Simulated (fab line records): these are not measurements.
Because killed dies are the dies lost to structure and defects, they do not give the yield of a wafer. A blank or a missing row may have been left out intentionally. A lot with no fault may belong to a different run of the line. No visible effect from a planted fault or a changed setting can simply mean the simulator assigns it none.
Which tool did it? :: flow gf180mcu :: route of 602 steps, sampled at 1 step: 6 lots, 18 wafers

WHAT EACH GAUGE READ, for each wafer
GF_V5_BOW_MEAS_05.
lot: L683
measured: day 27 00:47
on: film_metro-01
V5_BOW (um): 135 128 133

lot: L686
measured: day 28 00:33
on: film_metro-04
V5_BOW (um): 120 123 123

lot: L692
measured: day 29 21:45
on: film_metro-01
V5_BOW (um): 137 144 140

lot: L699
measured: day 31 15:15
on: film_metro-04
V5_BOW (um): 139 139 143

lot: L701
measured: day 32 08:11
on: film_metro-02
V5_BOW (um): 135 132 151

lot: L703
measured: day 32 13:08
on: film_metro-01
V5_BOW (um): 114 134 126

WHAT TOOL EACH LOT RAN ON (gives the tool, then ch and the chambers of the sampled wafers, and finally the start)
There is no process step in the record ahead of these readings.

THE ANSWER, worked out from the rows above alone
Rule: what is usual is taken from the lots themselves. The widest of any qualifying gaps counts: lots, ordered by their means at a reading, are off when they make up no more than a third of the lots, leave a main group of 4 or more, and stand apart from it by 3 or more times the standard deviation of that group's means. A main group whose means are all the same, to the digits that the tables above print for the reading, isn't used. A lot without any number at a reading at which 4 lots or more have one is off too. The other lots that the step has rows for count as sound.
None of the lots is off at any reading shown; this tells nothing.

WHAT THE SIMULATOR PUT IN
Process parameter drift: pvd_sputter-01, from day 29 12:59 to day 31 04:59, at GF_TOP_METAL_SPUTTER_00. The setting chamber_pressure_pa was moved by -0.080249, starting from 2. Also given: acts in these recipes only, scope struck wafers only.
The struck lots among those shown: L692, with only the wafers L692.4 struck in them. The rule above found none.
